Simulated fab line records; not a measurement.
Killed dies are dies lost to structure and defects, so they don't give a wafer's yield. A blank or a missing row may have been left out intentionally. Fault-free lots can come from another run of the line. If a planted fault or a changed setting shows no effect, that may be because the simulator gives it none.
fab line records ; flow sky130
record: lots: 11; wafers: 33; last_day: 50
route steps=708 shown FIELD_ISO@28 DNWELL@44 PWDE@53 NWELL@79 PAD_OPEN@708
lots that met no fault: from a run of the same line without faults
start_h: hours from the record's first day to the start of the lot's first wafer shown ; wait_h: hours from the lot's prior step to this one ; " as in the row above ; L1.1+2: several wafers, shown together as one row ; - either no value or no given start ; * or withheld: withheld ; < > ~ a bound
route shown NAME@n: a module of which the file shows steps, and the number in the route of the first ; usual: mean/standard deviation of fault-free wafers ; same: alike in all rows ; chamber/n: place in a boat ; sites: each site's reading ; _std_site: the values' standard deviation ; _edge_site: the outer-site mean with the inner-site mean subtracted ; radius_mm: for every site, how far away it sits from the centre of the wafer ; mask NAME#n: copy n ; behind: the last tool/chamber to shape the wafer ; hold: what put the lot on hold/how long, in hours/how the hold closed ; device: the transistor (n, p or np) that didn't switch ; end of line: at the end of the route, the tests of the same wafers ; for a step that has no rows: nothing shown but its recipe ; killed: the dies lost at the first sort to structure and to defects; this is not the yield of the wafer ; map: dies across one wafer; x = killed, . = not, _ = none there
set.NAME: the setting that was run; set.NAME@STEP: the one run at that earlier step ; model.NAME: the simulator's own value behind a step, which no gauge read
route steps across a sampled set of lots; one table per step, one row per wafer
services: a tool's chamber out of use, with start hour (start_h, from the record's first day; less than 0 if before it), hours out, and reason
== steps ==
step: SKY_FIELD_ISO_CMP_27
recipe: stop_on: Si3N4; t_overpolish_s: 16; down_force_psi: 4; platen_rpm: 60; target_thk_nm: 457.8; pad_velocity_m_s: 0.94248
usual: motor_current_A: 11.4/1.4; overpolish_run_s: 16.000/0.0094; retaining_ring_pressure_frac: 1.000/0.0051; slurry_filter_dp_kPa: 13.49/0.13; time_to_endpoint_s: 114/3.1
lot.wafer;tool;chamber;start_h;wait_h;motor_current_A;overpolish_run_s;retaining_ring_pressure_frac;slurry_filter_dp_kPa;time_to_endpoint_s
L674.2;cmp-02;1;34.79;0.0;11.1;16.000;1.005;13.48;108
L674.3;cmp-02;3;34.79;0.0;12.3;15.998;0.999;13.55;111
L674.4;cmp-02;0;34.79;0.0;11.6;16.000;0.994;13.55;120
L677.1;cmp-02;0;52.44;0.1;11.3;16.000;1.005;13.56;111
L677.4;cmp-02;2;52.44;0.1;10.0;15.987;1.003;13.62;116
L677.6;cmp-02;0;52.44;0.1;12.0;15.994;1.004;13.40;109
L678.3;cmp-02;1;56.16;0.1;10.8;15.982;0.997;13.49;112
L678.6;cmp-02;3;56.16;0.1;12.6;16.005;0.998;13.72;114
L678.5;cmp-02;0;56.16;0.1;12.1;16.006;0.994;13.56;115
L679.1;cmp-01;0;60.84;0.0;12.5;15.995;0.987;13.72;118
L679.4;cmp-01;2;60.84;0.0;13.8;15.995;1.002;13.45;115
L679.6;cmp-01;1;60.84;0.0;9.3;16.024;0.997;13.56;118
L682.2;cmp-01;2;76.40;0.1;13.7;15.999;0.994;13.55;112
L682.3;cmp-01;3;76.40;0.1;10.7;15.997;0.996;13.32;109
L682.6;cmp-01;1;76.40;0.1;9.4;16.002;0.995;13.49;114
L683.1;cmp-02;3;79.22;0.0;12.1;16.009;1.000;13.45;111
L683.3;cmp-02;0;79.22;0.0;12.3;15.993;1.008;13.45;113
L683.5;cmp-02;3;79.22;0.0;12.4;15.998;0.998;13.39;115
L684.1;cmp-02;3;85.00;0.0;12.5;15.996;0.994;13.41;114
L684.3;cmp-02;1;85.00;0.0;10.7;16.003;1.002;13.40;112
L684.5;cmp-02;0;85.00;0.0;11.8;15.999;1.011;13.81;114
L686.4;cmp-02;3;98.90;0.1;12.9;16.008;0.995;13.32;114
L686.1;cmp-02;1;98.90;0.1;11.0;16.005;0.999;13.67;115
L686.6;cmp-02;3;98.90;0.1;12.6;15.995;1.009;13.45;111
L688.3;cmp-02;2;107.03;0.1;10.1;15.997;0.998;13.38;114
L688.1;cmp-02;3;107.03;0.1;12.1;16.028;1.001;13.34;111
L688.2;cmp-02;0;107.03;0.1;11.8;15.982;1.001;13.61;114
L692.4;cmp-02;0;127.87;0.1;12.5;16.007;1.001;13.54;114
L692.6;cmp-02;2;127.87;0.1;9.4;15.997;1.001;13.75;115
L692.5;cmp-02;3;127.87;0.1;12.5;15.979;1.002;13.42;117
L697.1;cmp-01;2;151.23;0.0;14.9;16.004;1.006;13.45;111
L697.2;cmp-01;0;151.23;0.0;12.2;15.988;1.005;13.47;114
L697.6;cmp-01;2;151.23;0.0;14.2;16.000;1.000;13.47;118
step: SKY_DNWELL_TW_MEAS_09
usual: DNWELL_TW: 1121/7.8
lot.wafer;tool;chamber;start_h;wait_h;DNWELL_TW
L674.2;film_metro-01;-;54.53;0.1;1126
L674.3;film_metro-01;-;54.53;0.1;1120
L674.4;film_metro-01;-;54.53;0.1;1127
L677.1;film_metro-02;-;71.92;0.1;1118
L677.4;film_metro-02;-;71.92;0.1;1111
L677.6;film_metro-02;-;71.92;0.1;1112
L678.3;film_metro-01;-;74.53;0.1;1127
L678.5;film_metro-01;-;74.53;0.1;1124
L678.6;film_metro-01;-;74.53;0.1;1130
L679.1;film_metro-04;-;79.88;0.1;1133
L679.4;film_metro-04;-;79.88;0.1;1131
L679.6;film_metro-04;-;79.88;0.1;1135
L682.2;film_metro-02;-;96.38;0.1;1115
L682.3;film_metro-02;-;96.38;0.1;1112
L682.6;film_metro-02;-;96.38;0.1;1113
L683.1;film_metro-02;-;100.08;0.1;1121
L683.3;film_metro-02;-;100.08;0.1;1117
L683.5;film_metro-02;-;100.08;0.1;1119
L684.1;film_metro-01;-;105.67;0.1;1123
L684.3;film_metro-01;-;105.67;0.1;1120
L684.5;film_metro-01;-;105.67;0.1;1120
L686.1;film_metro-04;-;120.16;0.1;1119
L686.4;film_metro-04;-;120.16;0.1;1118
L686.6;film_metro-04;-;120.16;0.1;1120
L688.1;film_metro-01;-;128.73;0.1;1129
L688.2;film_metro-01;-;128.73;0.1;1125
L688.3;film_metro-01;-;128.73;0.1;1130
L692.4;film_metro-01;-;150.34;0.1;1119
L692.5;film_metro-01;-;150.34;0.1;1119
L692.6;film_metro-01;-;150.34;0.1;1120
L697.1;film_metro-04;-;174.31;0.1;1127
L697.2;film_metro-04;-;174.31;0.1;1117
L697.6;film_metro-04;-;174.31;0.1;1131
step: SKY_PWDE_IMPLANT_08
recipe: species: B; energy_kev: 150; dose_cm2: 3.6e+12; tilt_deg: withheld
usual: beam_on_s: 10.01/0.21; dose_ions_cm2: 3.6e+12/3.9e+09; end_station_pressure_torr: 5.02e-06/2.7e-07; faraday_current_uA: 20.3/0.42
lot.wafer;tool;chamber;start_h;wait_h;beam_on_s;dose_ions_cm2;end_station_pressure_torr;faraday_current_uA
L674.2;implanter-01;0;70.13;0.0;10.24;3.603e+12;5.56e-06;19.8
L674.3;implanter-01;0;70.13;0.0;10.12;3.602e+12;4.6e-06;19.9
L674.4;implanter-01;0;70.13;0.0;9.89;3.591e+12;4.83e-06;20.5
L677.1;implanter-01;0;88.70;0.0;9.95;3.605e+12;5.01e-06;20.4
L677.4;implanter-01;0;88.70;0.0;9.96;3.606e+12;5.36e-06;20.3
L677.6;implanter-01;0;88.70;0.0;10.34;3.6e+12;4.92e-06;19.6
L678.3;implanter-03;0;91.70;0.1;9.89;3.594e+12;5.14e-06;20.6
L678.5;implanter-03;0;91.70;0.1;9.76;3.597e+12;5.16e-06;20.8
L678.6;implanter-03;0;91.70;0.1;9.93;3.595e+12;4.85e-06;20.5
L679.1;implanter-03;0;97.35;0.0;9.89;3.601e+12;5.2e-06;20.5
L679.4;implanter-03;0;97.35;0.0;10.14;3.599e+12;5.04e-06;20.1
L679.6;implanter-03;0;97.35;0.0;10.00;3.601e+12;5.31e-06;20.4
L682.2;implanter-02;0;114.82;0.0;10.01;3.598e+12;4.83e-06;20.2
L682.3;implanter-02;0;114.82;0.0;10.10;3.602e+12;4.82e-06;20.1
L682.6;implanter-02;0;114.82;0.0;10.04;3.598e+12;4.93e-06;20.2
L683.1;implanter-03;0;118.54;0.0;10.28;3.602e+12;5.08e-06;19.8
L683.3;implanter-03;0;118.54;0.0;9.84;3.605e+12;4.74e-06;20.6
L683.5;implanter-03;0;118.54;0.0;10.09;3.603e+12;5.08e-06;20.1
L684.1;implanter-02;0;124.10;0.0;9.76;3.595e+12;4.92e-06;20.8
L684.3;implanter-02;0;124.10;0.0;10.22;3.598e+12;4.73e-06;19.9
L684.5;implanter-02;0;124.10;0.0;9.83;3.604e+12;5.02e-06;20.6
L686.1;implanter-01;0;140.00;0.0;10.08;3.601e+12;4.98e-06;20.2
L686.4;implanter-01;0;140.00;0.0;10.06;3.606e+12;4.65e-06;20.2
L686.6;implanter-01;0;140.00;0.0;10.29;3.599e+12;5.29e-06;19.8
L688.1;implanter-01;0;147.60;0.0;12.59;3.597e+12;9.417e-05;16.3
L688.2;implanter-01;0;147.60;0.0;12.34;3.603e+12;0.00010109;16.6
L688.3;implanter-01;0;147.60;0.0;12.32;3.6e+12;0.00010124;16.6
L692.4;implanter-01;0;170.81;0.1;11.80;3.603e+12;9.946e-05;17.4
L692.5;implanter-01;0;170.81;0.1;12.39;3.606e+12;9.758e-05;16.5
L692.6;implanter-01;0;170.81;0.1;12.23;3.599e+12;9.697e-05;16.9
L697.1;implanter-02;0;196.65;0.0;9.41;3.591e+12;5.21e-06;21.5
L697.2;implanter-02;0;196.65;0.0;9.73;3.6e+12;5.02e-06;20.9
L697.6;implanter-02;0;196.65;0.0;10.00;3.596e+12;5.45e-06;20.2
step: SKY_PWDE_TW_MEAS_10
usual: PWDE_TW: 376.3/2.4
lot.wafer;tool;chamber;start_h;wait_h;PWDE_TW
L674.2;film_metro-01;-;70.36;0.1;378.3
L674.3;film_metro-01;-;70.36;0.1;375.7
L674.4;film_metro-01;-;70.36;0.1;375.7
L677.1;film_metro-04;-;88.95;0.1;379.1
L677.4;film_metro-04;-;88.95;0.1;378.7
L677.6;film_metro-04;-;88.95;0.1;378.4
L678.3;film_metro-01;-;91.92;0.1;377.6
L678.5;film_metro-01;-;91.92;0.1;380.8
L678.6;film_metro-01;-;91.92;0.1;377.4
L679.1;film_metro-04;-;97.60;0.1;375.1
L679.4;film_metro-04;-;97.60;0.1;374.9
L679.6;film_metro-04;-;97.60;0.1;375.7
L682.2;film_metro-02;-;115.06;0.1;374.1
L682.3;film_metro-02;-;115.06;0.1;373.3
L682.6;film_metro-02;-;115.06;0.1;374.6
L683.1;film_metro-01;-;118.79;0.1;378.3
L683.3;film_metro-01;-;118.79;0.1;379.2
L683.5;film_metro-01;-;118.79;0.1;379.1
L684.1;film_metro-02;-;124.35;0.1;374.1
L684.3;film_metro-02;-;124.35;0.1;372.7
L684.5;film_metro-02;-;124.35;0.1;375.5
L686.1;film_metro-01;-;140.25;0.1;379.5
L686.4;film_metro-01;-;140.25;0.1;379.0
L686.6;film_metro-01;-;140.25;0.1;381.2
L688.1;film_metro-04;-;147.85;0.1;400.0
L688.2;film_metro-04;-;147.85;0.1;399.4
L688.3;film_metro-04;-;147.85;0.1;401.3
L692.4;film_metro-04;-;171.02;0.1;403.3
L692.5;film_metro-04;-;171.02;0.1;397.3
L692.6;film_metro-04;-;171.02;0.1;399.6
L697.1;film_metro-01;-;196.90;0.1;377.8
L697.2;film_metro-01;-;196.90;0.1;376.8
L697.6;film_metro-01;-;196.90;0.1;374.9
step: SKY_NWELL_TW_MEAS_26
usual: NWELL_2_TW: 499/4.1
lot.wafer;tool;chamber;start_h;wait_h;NWELL_2_TW
L674.2;film_metro-01;-;106.26;0.1;503
L674.3;film_metro-01;-;106.26;0.1;504
L674.4;film_metro-01;-;106.26;0.1;501
L677.1;film_metro-04;-;125.99;0.1;499
L677.4;film_metro-04;-;125.99;0.1;499
L677.6;film_metro-04;-;125.99;0.1;501
L678.3;film_metro-01;-;129.97;0.1;507
L678.5;film_metro-01;-;129.97;0.1;504
L678.6;film_metro-01;-;129.97;0.1;507
L679.1;film_metro-02;-;135.50;0.1;494
L679.4;film_metro-02;-;135.50;0.1;494
L679.6;film_metro-02;-;135.50;0.1;494
L682.2;film_metro-04;-;155.25;0.1;505
L682.3;film_metro-04;-;155.25;0.1;504
L682.6;film_metro-04;-;155.25;0.1;505
L683.1;film_metro-02;-;157.79;0.1;496
L683.3;film_metro-02;-;157.79;0.1;496
L683.5;film_metro-02;-;157.79;0.1;495
L684.1;film_metro-02;-;163.57;0.1;495
L684.3;film_metro-02;-;163.57;0.1;495
L684.5;film_metro-02;-;163.57;0.1;495
L686.1;film_metro-02;-;181.17;0.1;493
L686.4;film_metro-02;-;181.17;0.1;498
L686.6;film_metro-02;-;181.17;0.1;494
L688.1;film_metro-02;-;189.94;0.1;493
L688.2;film_metro-02;-;189.94;0.1;496
L688.3;film_metro-02;-;189.94;0.1;497
L692.4;film_metro-02;-;216.03;0.1;494
L692.5;film_metro-02;-;216.03;0.1;494
L692.6;film_metro-02;-;216.03;0.1;494
L697.1;film_metro-04;-;241.39;0.1;500
L697.2;film_metro-04;-;241.39;0.1;503
L697.6;film_metro-04;-;241.39;0.1;497
step: SKY_NWELL_RS_MEAS_31
recipe: thk_meas_gauge: four-point-probe
usual: PWDE_RS: 5274/18
lot.wafer;tool;chamber;start_h;wait_h;PWDE_RS[ohm/sq]
L674.2;film_metro-04;-;106.72;0.1;5292
L674.3;film_metro-04;-;106.72;0.1;5308
L674.4;film_metro-04;-;106.72;0.1;5281
L677.1;film_metro-01;-;126.44;0.1;5269
L677.4;film_metro-01;-;126.44;0.1;5273
L677.6;film_metro-01;-;126.44;0.1;5255
L678.3;film_metro-02;-;130.44;0.1;5292
L678.5;film_metro-02;-;130.44;0.1;5282
L678.6;film_metro-02;-;130.44;0.1;5292
L679.1;film_metro-02;-;135.95;0.1;5283
L679.4;film_metro-02;-;135.95;0.1;5302
L679.6;film_metro-02;-;135.95;0.1;5304
L682.2;film_metro-01;-;155.71;0.1;5275
L682.3;film_metro-01;-;155.71;0.1;5276
L682.6;film_metro-01;-;155.71;0.1;5256
L683.1;film_metro-04;-;158.24;0.1;5264
L683.3;film_metro-04;-;158.24;0.1;5281
L683.5;film_metro-04;-;158.24;0.1;5270
L684.1;film_metro-02;-;164.02;0.1;5275
L684.3;film_metro-02;-;164.02;0.1;5265
L684.5;film_metro-02;-;164.02;0.1;5275
L686.1;film_metro-01;-;181.62;0.1;5273
L686.4;film_metro-01;-;181.62;0.1;5283
L686.6;film_metro-01;-;181.62;0.1;5255
L688.1;film_metro-04;-;190.39;0.1;4529
L688.2;film_metro-04;-;190.39;0.1;4525
L688.3;film_metro-04;-;190.39;0.1;4512
L692.4;film_metro-04;-;216.51;0.1;4515
L692.5;film_metro-04;-;216.51;0.1;4530
L692.6;film_metro-04;-;216.51;0.1;4525
L697.1;film_metro-02;-;241.84;0.1;5259
L697.2;film_metro-02;-;241.84;0.1;5264
L697.6;film_metro-02;-;241.84;0.1;5264
step: SKY_PAD_OPEN_PROBE_99
usual: killed_at_M0_to_M3: 43/7.1; killed_at_M4_up: 3.2/1.9; killed_at_contacts: 23/5.1; killed_at_front_end: 15/4.5; killed_at_other: 0.4/0.65; killed_dies: 85/9.4; killed_on_rim: 17/4; killed_open: 47/6.8; killed_short: 38/6.1
same: gross_dies: 492; killed_at_back_side: 0
lot.wafer;tool;chamber;start_h;wait_h;killed_at_M0_to_M3;killed_at_M4_up;killed_at_contacts;killed_at_front_end;killed_at_other;killed_dies;killed_on_rim;killed_open;killed_short
L674.2;prober-02;-;1082.66;0.1;46;3;33;21;0;103;24;54;49
L674.3;prober-02;-;1082.71;0.2;43;3;15;12;0;73;14;42;31
L674.4;prober-02;-;1082.76;0.2;52;2;21;14;0;89;22;49;40
L677.1;prober-01;-;1109.86;0.1;42;1;23;14;0;80;17;46;34
L677.4;prober-01;-;1110.01;0.2;45;5;28;14;0;92;20;57;35
L677.6;prober-01;-;1110.11;0.2;40;4;23;17;0;84;14;51;33
L678.3;prober-02;-;1115.88;0.2;44;1;30;19;1;95;24;47;48
L678.5;prober-02;-;1115.98;0.2;39;1;25;12;0;77;7;42;35
L678.6;prober-02;-;1116.03;0.2;43;5;19;13;2;82;13;41;41
L679.1;prober-01;-;1118.34;0.1;50;3;17;18;1;89;9;46;41
L679.4;prober-01;-;1118.49;0.2;50;5;19;17;1;92;15;46;44
L679.6;prober-01;-;1118.59;0.2;52;3;17;23;1;96;16;47;46
L682.2;prober-02;-;1142.47;0.1;49;1;21;16;1;88;11;48;39
L682.3;prober-02;-;1142.52;0.2;46;2;21;10;1;80;13;42;38
L682.6;prober-02;-;1142.67;0.2;44;6;29;9;0;88;22;54;34
L683.1;prober-01;-;1146.34;0.1;54;2;19;19;1;95;21;48;47
L683.3;prober-01;-;1146.44;0.2;60;2;17;16;0;95;21;58;37
L683.5;prober-01;-;1146.54;0.2;43;3;24;16;1;87;14;40;47
L684.1;prober-02;-;1147.75;0.1;49;3;19;14;0;85;21;50;35
L684.3;prober-02;-;1147.85;0.2;41;3;17;16;0;77;12;44;32
L684.5;prober-02;-;1147.95;0.2;41;5;23;11;0;80;14;41;38
L686.1;prober-02;-;1162.57;0.1;40;3;23;14;2;82;19;41;41
L686.4;prober-02;-;1162.72;0.2;39;0;22;17;1;79;16;35;44
L686.6;prober-02;-;1162.82;0.2;39;2;29;24;1;95;24;46;49
L688.1;prober-01;-;1171.47;0.1;40;7;29;14;1;91;19;57;33
L688.2;prober-01;-;1171.52;0.1;55;0;22;7;1;85;16;48;37
L688.3;prober-01;-;1171.57;0.2;39;4;15;12;0;70;11;38;32
L692.4;prober-02;-;1188.57;0.2;46;3;21;15;1;86;18;56;30
L692.5;prober-02;-;1188.62;0.2;47;7;16;15;0;85;14;50;35
L692.6;prober-02;-;1188.67;0.2;38;5;27;17;0;87;25;49;38
L697.1;prober-02;-;1206.03;0.1;34;3;21;16;0;74;7;42;32
L697.2;prober-02;-;1206.08;0.1;38;2;28;8;0;76;22;45;31
L697.6;prober-02;-;1206.28;0.2;49;3;21;15;2;90;22;50;39
killed by level:class
L674.2 VIA1:geometric_particle:open=12 LI_CONTACT:geometric_particle:open=9 CONTACT:geometric_particle:open=8 METAL1:geometric_particle:short=8 FIELD_ISO:geometric_particle:short=7 CONTACT:geometric_particle:short=7 VIA3:geometric_particle:open=7 LI_CONTACT:geometric_particle:short=5
L674.3 VIA1:geometric_particle:open=11 VIA3:geometric_particle:open=7 METAL2:geometric_particle:short=6 METAL1:geometric_particle:short=5 VIA2:geometric_particle:open=5 LI_CONTACT:geometric_particle:open=4 CONTACT:geometric_particle:short=4 CONTACT:geometric_particle:open=4
L674.4 VIA1:geometric_particle:open=10 METAL2:geometric_particle:short=8 VIA3:geometric_particle:open=7 LI_CONTACT:geometric_particle:open=6 VIA2:geometric_particle:short=5 CONTACT:geometric_particle:open=5 VIA1:geometric_particle:short=5 LOCAL_INTERCONNECT:geometric_particle:short=4
L677.1 CONTACT:geometric_particle:open=10 VIA1:geometric_particle:open=10 VIA3:geometric_particle:open=8 CONTACT:geometric_particle:short=6 VIA1:geometric_particle:short=6 FIELD_ISO:geometric_particle:open=4 POLY_GATE:geometric_particle:open=4 VIA2:geometric_particle:open=4
L677.4 CONTACT:geometric_particle:open=13 VIA1:geometric_particle:open=8 VIA2:geometric_particle:open=8 VIA3:geometric_particle:open=7 LI_CONTACT:geometric_particle:open=6 VIA2:geometric_particle:short=6 LOCAL_INTERCONNECT:geometric_particle:short=4 POLY_GATE:geometric_particle:open=3
L677.6 VIA3:geometric_particle:open=11 CONTACT:geometric_particle:open=9 VIA2:geometric_particle:open=7 LI_CONTACT:geometric_particle:open=6 POLY_GATE:geometric_particle:open=5 POLY_GATE:geometric_particle:short=5 METAL1:geometric_particle:short=5 VIA1:geometric_particle:open=5
L678.3 CONTACT:geometric_particle:open=8 VIA1:geometric_particle:open=8 LI_CONTACT:geometric_particle:open=7 VIA2:geometric_particle:open=7 CONTACT:geometric_particle:short=6 LOCAL_INTERCONNECT:geometric_particle:short=6 METAL2:geometric_particle:short=6 VIA3:geometric_particle:short=5
L678.5 VIA2:geometric_particle:open=9 LI_CONTACT:geometric_particle:open=8 VIA1:geometric_particle:open=7 CONTACT:geometric_particle:short=6 CONTACT:geometric_particle:open=5 METAL1:geometric_particle:short=4 FIELD_ISO:geometric_particle:open=4 LOCAL_INTERCONNECT:geometric_particle:short=4
L678.6 VIA1:geometric_particle:open=9 LI_CONTACT:geometric_particle:open=6 LOCAL_INTERCONNECT:geometric_particle:short=5 METAL2:geometric_particle:short=5 FIELD_ISO:geometric_particle:short=4 CONTACT:geometric_particle:short=4 METAL1:geometric_particle:short=4 METAL2:geometric_particle:open=4
L679.1 VIA1:geometric_particle:open=9 VIA2:geometric_particle:short=7 VIA2:geometric_particle:open=7 FIELD_ISO:geometric_particle:open=6 METAL1:geometric_particle:short=5 LI_CONTACT:geometric_particle:open=5 CONTACT:geometric_particle:short=5 VIA3:geometric_particle:open=5
L679.4 METAL1:geometric_particle:short=13 VIA1:geometric_particle:open=10 CONTACT:geometric_particle:open=8 METAL2:geometric_particle:short=8 FIELD_ISO:geometric_particle:short=7 VIA2:geometric_particle:open=5 POLY_GATE:geometric_particle:open=4 LI_CONTACT:geometric_particle:open=4
L679.6 FIELD_ISO:geometric_particle:open=8 FIELD_ISO:geometric_particle:short=8 CONTACT:geometric_particle:open=7 METAL2:geometric_particle:short=7 VIA2:geometric_particle:open=7 LI_CONTACT:geometric_particle:open=6 VIA3:geometric_particle:open=6 METAL1:geometric_particle:short=6
L682.2 CONTACT:geometric_particle:open=10 VIA1:geometric_particle:open=10 METAL1:geometric_particle:short=7 FIELD_ISO:geometric_particle:open=6 VIA1:geometric_particle:short=6 VIA3:geometric_particle:open=6 POLY_GATE:geometric_particle:open=4 LI_CONTACT:geometric_particle:open=4
L682.3 CONTACT:geometric_particle:open=8 VIA2:geometric_particle:open=8 VIA1:geometric_particle:open=7 METAL2:geometric_particle:short=6 VIA2:geometric_particle:short=6 LI_CONTACT:geometric_particle:open=4 LOCAL_INTERCONNECT:geometric_particle:short=4 VIA3:geometric_particle:open=4
L682.6 VIA1:geometric_particle:open=19 CONTACT:geometric_particle:open=10 LI_CONTACT:geometric_particle:open=7 METAL2:geometric_particle:short=6 VIA2:geometric_particle:open=6 LOCAL_INTERCONNECT:geometric_particle:short=4 VIA3:geometric_particle:open=4 METAL4:geometric_particle:short=4
L683.1 VIA1:geometric_particle:open=12 METAL1:geometric_particle:short=11 FIELD_ISO:geometric_particle:short=9 VIA3:geometric_particle:open=9 LI_CONTACT:geometric_particle:open=7 VIA1:geometric_particle:short=7 VIA2:geometric_particle:open=6 FIELD_ISO:geometric_particle:open=4
L683.3 VIA1:geometric_particle:open=18 VIA3:geometric_particle:open=10 LI_CONTACT:geometric_particle:open=8 VIA2:geometric_particle:open=7 FIELD_ISO:geometric_particle:short=6 VIA1:geometric_particle:short=6 METAL2:geometric_particle:short=6 CONTACT:geometric_particle:open=5
L683.5 CONTACT:geometric_particle:open=8 VIA1:geometric_particle:open=8 VIA2:geometric_particle:open=8 METAL1:geometric_particle:short=6 FIELD_ISO:geometric_particle:short=5 POLY_GATE:geometric_particle:short=5 LI_CONTACT:geometric_particle:open=5 METAL2:geometric_particle:short=5
L684.1 VIA3:geometric_particle:open=13 CONTACT:geometric_particle:open=8 METAL2:geometric_particle:short=6 VIA1:geometric_particle:open=6 VIA2:geometric_particle:open=6 METAL1:geometric_particle:short=5 FIELD_ISO:geometric_particle:open=4 LI_CONTACT:geometric_particle:open=4
L684.3 VIA1:geometric_particle:open=13 POLY_GATE:geometric_particle:open=6 CONTACT:geometric_particle:open=6 METAL1:geometric_particle:short=5 VIA2:geometric_particle:open=5 LOCAL_INTERCONNECT:geometric_particle:short=4 VIA1:geometric_particle:short=4 VIA3:geometric_particle:open=4
L684.5 VIA1:geometric_particle:open=14 CONTACT:geometric_particle:open=7 METAL2:geometric_particle:short=7 LOCAL_INTERCONNECT:geometric_particle:short=6 LI_CONTACT:geometric_particle:open=5 VIA2:geometric_particle:open=5 VIA3:geometric_particle:open=5 METAL1:geometric_particle:short=4
L686.1 LI_CONTACT:geometric_particle:open=9 METAL2:geometric_particle:short=9 FIELD_ISO:geometric_particle:open=5 LOCAL_INTERCONNECT:geometric_particle:short=5 CONTACT:geometric_particle:open=5 VIA2:geometric_particle:open=5 METAL3:geometric_particle:short=5 METAL1:geometric_particle:short=4
L686.4 METAL2:geometric_particle:short=7 LI_CONTACT:geometric_particle:open=6 POLY_GATE:geometric_particle:short=5 CONTACT:geometric_particle:open=5 VIA2:geometric_particle:short=5 VIA2:geometric_particle:open=5 METAL3:geometric_particle:short=5 POLY_GATE:geometric_particle:open=4
L686.6 VIA1:geometric_particle:open=10 LOCAL_INTERCONNECT:geometric_particle:short=9 FIELD_ISO:geometric_particle:short=8 LI_CONTACT:geometric_particle:open=6 CONTACT:geometric_particle:open=6 CONTACT:geometric_particle:short=6 POLY_GATE:geometric_particle:short=5 VIA1:geometric_particle:short=5
L688.1 CONTACT:geometric_particle:open=14 VIA1:geometric_particle:open=9 VIA2:geometric_particle:open=8 LI_CONTACT:geometric_particle:open=7 VIA3:geometric_particle:open=6 FIELD_ISO:geometric_particle:open=5 LI_CONTACT:geometric_particle:short=5 METAL4:geometric_particle:short=5
L688.2 VIA2:geometric_particle:open=10 VIA1:geometric_particle:open=9 LI_CONTACT:geometric_particle:open=8 VIA3:geometric_particle:open=6 VIA1:geometric_particle:short=6 METAL3:geometric_particle:short=5 VIA2:geometric_particle:short=5 CONTACT:geometric_particle:open=5
L688.3 VIA1:geometric_particle:open=12 VIA3:geometric_particle:open=9 FIELD_ISO:geometric_particle:short=6 CONTACT:geometric_particle:open=5 LOCAL_INTERCONNECT:geometric_particle:short=4 CONTACT:geometric_particle:short=4 VIA1:geometric_particle:short=3 METAL2:geometric_particle:short=3
L692.4 VIA1:geometric_particle:open=16 CONTACT:geometric_particle:open=11 VIA2:geometric_particle:open=11 CONTACT:geometric_particle:short=5 VIA3:geometric_particle:open=4 POLY_GATE:geometric_particle:open=4 METAL2:geometric_particle:short=4 FIELD_ISO:geometric_particle:open=3
L692.5 VIA2:geometric_particle:open=12 FIELD_ISO:geometric_particle:open=8 VIA1:geometric_particle:open=8 CONTACT:geometric_particle:open=6 VIA1:geometric_particle:short=6 METAL4:geometric_particle:short=5 VIA3:geometric_particle:open=4 VIA3:geometric_particle:short=3
L692.6 CONTACT:geometric_particle:open=14 VIA1:geometric_particle:open=10 FIELD_ISO:geometric_particle:open=6 METAL2:geometric_particle:short=6 FIELD_ISO:geometric_particle:short=4 VIA1:geometric_particle:short=4 LI_CONTACT:geometric_particle:open=4 LOCAL_INTERCONNECT:geometric_particle:short=4
L697.1 CONTACT:geometric_particle:open=9 VIA1:geometric_particle:open=6 VIA3:geometric_particle:open=6 POLY_GATE:geometric_particle:open=5 VIA2:geometric_particle:short=5 POLY_GATE:geometric_particle:short=4 LI_CONTACT:geometric_particle:open=4 CONTACT:geometric_particle:short=4
L697.2 VIA2:geometric_particle:open=10 CONTACT:geometric_particle:open=10 VIA1:geometric_particle:open=10 LI_CONTACT:geometric_particle:short=5 CONTACT:geometric_particle:short=5 VIA1:geometric_particle:short=5 LI_CONTACT:geometric_particle:open=4 LOCAL_INTERCONNECT:geometric_particle:short=4
L697.6 VIA1:geometric_particle:open=13 FIELD_ISO:geometric_particle:open=8 VIA3:geometric_particle:open=8 LI_CONTACT:geometric_particle:open=7 CONTACT:geometric_particle:open=6 METAL1:geometric_particle:short=6 VIA2:geometric_particle:open=6 METAL3:geometric_particle:short=5
== services ==
tool;chamber;start_h;hours;kind
implanter-01;-;28.52;3.5;pm
implanter-02;-;29.65;6.2;repair
implanter-02;-;32.68;4.1;repair
cmp-01;-;53.95;5.8;pm
cmp-02;-;60.06;4.2;pm
implanter-02;-;61.81;3.1;repair
cmp-01;-;64.16;4.0;pm
cmp-01;-;68.16;-;consumable_replace:conditioner
cmp-01;-;68.16;-;consumable_replace:pad
implanter-01;-;97.52;3.9;pm
implanter-01;-;107.96;13.4;repair
cmp-01;-;127.49;1.1;repair
implanter-02;-;146.69;3.9;pm
implanter-03;-;163.73;21.4;pm
cmp-01;-;164.57;0.4;repair
implanter-03;-;185.13;3.9;pm
cmp-01;-;188.08;1.5;repair
== key ==
first_sign: step: SKY_PWDE_IMPLANT_08; reading: end_station_pressure_torr; direction: up; sigmas: 99+; usual: 5.02e-06; struck: 9.842e-05
effect: step: SKY_PWDE_IMPLANT_08; reading: beam_on_s; direction: up; sigmas: 11; usual: 10.01; struck: 12.28
effect: step: SKY_PWDE_TW_MEAS_10; reading: PWDE_TW; direction: up; sigmas: 9.9; usual: 376.3; struck: 400.1
effect: step: SKY_NWELL_RS_MEAS_31; reading: PWDE_RS; direction: down; sigmas: 41; usual: 5274; struck: 4522
met_at SKY_PWDE_IMPLANT_08
struck_lots L688,L692
tester_left_out L688,L692
not_acting_at SKY_FIELD_ISO_CMP_27,SKY_DNWELL_TW_MEAS_09,SKY_NWELL_TW_MEAS_26
onset_between 140.00 147.60
fault: kind: process_parameter_drift; tool: implanter-01; chamber: -; onset_h: 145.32; steps: SKY_PWDE_IMPLANT_08; channel: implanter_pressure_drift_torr; offset: 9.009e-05; shape: step; end_h: 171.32
fault: kind: process_parameter_drift; tool: implanter-01; chamber: -; onset_h: 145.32; steps: SKY_PWDE_IMPLANT_08; channel: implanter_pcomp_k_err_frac; offset: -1; shape: step; end_h: 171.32
tester_left_out: of these lots the tester's yield and bins aren't shown, on N5 and GAA mostly nor the transistor test; their killed dies are dies lost to structure and defects alone, not to doping, threshold or leakage, so they don't give the yield
